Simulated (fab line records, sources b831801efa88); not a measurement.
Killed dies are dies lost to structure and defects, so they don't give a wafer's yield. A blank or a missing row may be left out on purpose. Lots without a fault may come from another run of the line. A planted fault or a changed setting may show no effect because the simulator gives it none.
Which tool did it? | flow gf180mcu | 13 lots, 39 wafers sampled, at 5 steps of a route of 602

WHAT THE GAUGES READ, wafer by wafer
GF_HV_LDD_TW_MEAS_11.
lot  | measured     | on            | HV_LDD_TW
L736 | day 10 16:10 | film_metro-04 | 2455 2450 2463
L737 | day 11 02:45 | film_metro-02 | 2443 2441 2461
L740 | day 12 02:58 | film_metro-04 | 2414 2430 2437
L742 | day 12 14:25 | film_metro-03 | 2445 2437 2437
L743 | day 12 21:32 | film_metro-03 | 2447 2447 2442
L744 | day 13 05:34 | film_metro-02 | 2468 2469 2457
L745 | day 13 10:49 | film_metro-03 | 2452 2434 2442
L749 | day 14 18:36 | film_metro-02 | 2449 2457 2459
L750 | day 15 00:56 | film_metro-03 | 2465 2464 2459
L753 | day 16 01:31 | film_metro-03 | 2458 2461 2450
L755 | day 16 17:06 | film_metro-02 | 2441 2438 2450
L756 | day 16 23:01 | film_metro-03 | 2464 2454 2464
L757 | day 17 07:45 | film_metro-02 | 2454 2448 2457

GF_HV_LDD_OVL_MEAS_32.
lot  | measured     | on         | HV_LDD_02_OVL (nm)
L736 | day 12 06:33 | overlay-02 | -0.9 1.1 -0.6
L737 | day 12 17:35 | overlay-01 | 3.2 -0.4 1.3
L740 | day 13 19:47 | overlay-02 | -1.1 0.2 0.0
L742 | day 14 08:29 | overlay-02 | -1.1 -0.4 -0.3
L743 | day 14 15:29 | overlay-02 | 0.1 0.4 -0.1
L744 | day 14 23:41 | overlay-02 | -0.8 0.0 -1.1
L745 | day 15 05:58 | overlay-02 | -1.3 -2.1 1.1
L749 | day 16 14:44 | overlay-02 | -0.9 -0.5 -1.2
L750 | day 16 21:08 | overlay-02 | -0.8 -2.6 -2.0
L753 | day 17 23:31 | overlay-01 | -1.4 -2.2 -1.1
L755 | day 18 15:59 | overlay-02 | -2.2 -1.1 -1.3
L756 | day 18 22:37 | overlay-02 | -2.1 -0.4 -1.9
L757 | day 19 08:04 | overlay-02 | -1.4 0.1 -1.3

GF_HV_LDD_OVL_MEAS_47.
lot  | measured     | on         | HV_LDD_03_OVL (nm)
L736 | day 13 02:48 | overlay-01 | 1.9 2.6 2.4
L737 | day 13 14:23 | overlay-01 | 0.8 -0.7 0.3
L740 | day 14 17:20 | overlay-02 | 2.4 1.0 1.5
L742 | day 15 06:53 | overlay-01 | 1.6 1.8 2.6
L743 | day 15 13:23 | overlay-01 | -0.9 -0.2 -0.6
L744 | day 15 21:49 | overlay-02 | 0.6 1.2 -0.1
L745 | day 16 04:52 | overlay-02 | -1.8 0.2 -0.2
L749 | day 17 15:01 | overlay-02 | 211.9 211.4 212.7
L750 | day 17 21:23 | overlay-01 | 214.8 214.6 213.9
L753 | day 19 00:28 | overlay-01 | 213.3 213.9 213.5
L755 | day 19 17:24 | overlay-02 | 216.0 215.6 214.8
L756 | day 20 00:19 | overlay-01 | 0.9 0.5 1.0
L757 | day 20 08:47 | overlay-01 | 2.4 3.0 3.2

WHICH TOOL RAN EACH LOT (tool, then ch and the chambers of the sampled wafers, then the start)
lot  | GF_DUAL_GATE_STRIP_13                | GF_HV_LDD_EXPOSE_43
L736 | plasma_asher-03 ch 0,1, day 8 21:49  | iline_stepper-01 ch 0, day 12 17:18
L737 | plasma_asher-03 ch 0,1, day 9 10:12  | iline_stepper-01 ch 0, day 13 04:17
L740 | plasma_asher-02 ch 0, day 10 07:20   | iline_stepper-02 ch 0, day 14 06:54
L742 | plasma_asher-02 ch 0, day 10 16:13   | iline_stepper-02 ch 0, day 14 20:14
L743 | plasma_asher-01 ch 0,1, day 11 01:26 | iline_stepper-01 ch 0, day 15 02:44
L744 | plasma_asher-02 ch 0,1, day 11 08:25 | iline_stepper-02 ch 0, day 15 11:07
L745 | plasma_asher-02 ch 0,1, day 11 13:35 | iline_stepper-02 ch 0, day 15 17:33
L749 | plasma_asher-03 ch 0,1, day 12 18:52 | iline_stepper-01 ch 0, day 17 02:34
L750 | plasma_asher-02 ch 0,1, day 13 01:46 | iline_stepper-01 ch 0, day 17 09:34
L753 | plasma_asher-01 ch 0, day 13 22:26   | iline_stepper-01 ch 0, day 18 12:20
L755 | plasma_asher-02 ch 0,1, day 14 14:15 | iline_stepper-01 ch 0, day 19 04:35
L756 | plasma_asher-02 ch 0,1, day 14 21:44 | iline_stepper-02 ch 0, day 19 11:43
L757 | plasma_asher-03 ch 0,1, day 15 05:21 | iline_stepper-02 ch 0, day 19 21:17
- GF_DUAL_GATE_STRIP_13: strips in O2/N2.
- GF_HV_LDD_EXPOSE_43: exposes mask Pplus HV AREA, target cd 400 nm.

WHAT THE TOOLS THEMSELVES READ (means of the sampled wafers that have a number; where no wafer has one, the mark that the record gives instead)
GF_DUAL_GATE_STRIP_13.
lot  | tool            | chamber_pressure_mTorr (mTorr) | drypump_motor_current_A (A) | heater_power_w (W) | oes_product_au (a.u.) | platen_temp_c (C) | strip_time_to_endpoint_s (s)
L736 | plasma_asher-03 | 1499.6                         | 5.86                        | 278                | 0.717                 | 249.98            | 12.62
L737 | plasma_asher-03 | 1498.9                         | 5.92                        | 300                | 0.716                 | 249.84            | 12.63
L740 | plasma_asher-02 | 1500.2                         | 6.19                        | 374                | 0.718                 | 250.26            | 12.61
L742 | plasma_asher-02 | 1499.2                         | 6.18                        | 378                | 0.712                 | 249.87            | 12.69
L743 | plasma_asher-01 | 1500.4                         | 5.26                        | 319                | 0.717                 | 249.91            | 12.64
L744 | plasma_asher-02 | 1499.5                         | 6.10                        | 362                | 0.716                 | 250.14            | 12.64
L745 | plasma_asher-02 | 1499.1                         | 6.00                        | 357                | 0.716                 | 250.00            | 12.68
L749 | plasma_asher-03 | 1500.4                         | 5.88                        | 281                | 0.714                 | 250.15            | 12.65
L750 | plasma_asher-02 | 1500.0                         | 6.11                        | 362                | 0.712                 | 249.79            | 12.61
L753 | plasma_asher-01 | 1501.0                         | 5.21                        | 320                | 0.713                 | 249.72            | 12.65
L755 | plasma_asher-02 | 1499.5                         | 6.13                        | 365                | 0.713                 | 250.07            | 12.59
L756 | plasma_asher-02 | 1500.3                         | 6.10                        | 364                | 0.712                 | 249.75            | 12.64
L757 | plasma_asher-03 | 1501.3                         | 5.93                        | 301                | 0.717                 | 249.91            | 12.67

GF_HV_LDD_EXPOSE_43.
lot  | tool             | exposure_dose_mJ_cm2 | stage_vel_mm_s (mm/s)
L736 | iline_stepper-01 | 140.07               | 499.52
L737 | iline_stepper-01 | 140.00               | 499.81
L740 | iline_stepper-02 | 139.95               | 500.00
L742 | iline_stepper-02 | 140.02               | 500.07
L743 | iline_stepper-01 | 140.08               | 499.60
L744 | iline_stepper-02 | 139.94               | 500.10
L745 | iline_stepper-02 | 140.06               | 499.85
L749 | iline_stepper-01 | 140.12               | 499.97
L750 | iline_stepper-01 | 139.82               | 499.80
L753 | iline_stepper-01 | 139.98               | 499.97
L755 | iline_stepper-01 | 140.11               | 500.21
L756 | iline_stepper-02 | 139.98               | 499.80
L757 | iline_stepper-02 | 140.04               | 500.13

THE ANSWER, worked out from the rows above alone
Rule: what is usual is taken from the lots themselves. Put in order of their means at a reading, lots are off if they are a third of the lots or fewer, leave a main group of 4 or more, and stand apart from it by a gap of 3 or more times the standard deviation of the main group's means; of several such gaps the widest counts. A main group whose means are all the same, to the digits that the tables above print for the reading, isn't used. A lot without any number at a reading at which 4 lots or more have one is off too. The other lots that the step has rows for count as sound. The gauges are gone through in route order, then the tools' own readings, and for those a lot's mean is taken as printed above. The first step at which some lot is off is used, and at that step the reading that is off furthest; a lot without a number counts as furthest.
Off: L749, L750, L753, L755, at GF_HV_LDD_OVL_MEAS_47 (HV_LDD_03_OVL). The main group: mean 1.0 nm, standard deviation 1.2.
A tool fits if, at a process step before that reading, it ran every lot that is off, and no sound lot after the first of them. The gauges at GF_HV_LDD_OVL_MEAS_47 are tried like those tools. One fits: iline_stepper-01 at GF_HV_LDD_EXPOSE_43. Its last sound lot is L743 (day 15 02:44), its first lot that is off L749 (day 17 02:34): a fault that began between those two fits.

WHAT THE SIMULATOR HAD PUT IN
Scanner matching overlay: iline_stepper-01, from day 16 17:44 on, at GF_HV_LDD_EXPOSE_43. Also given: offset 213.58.
Lots struck among those shown: L749, L750, L753, L755. The rule above found the same.
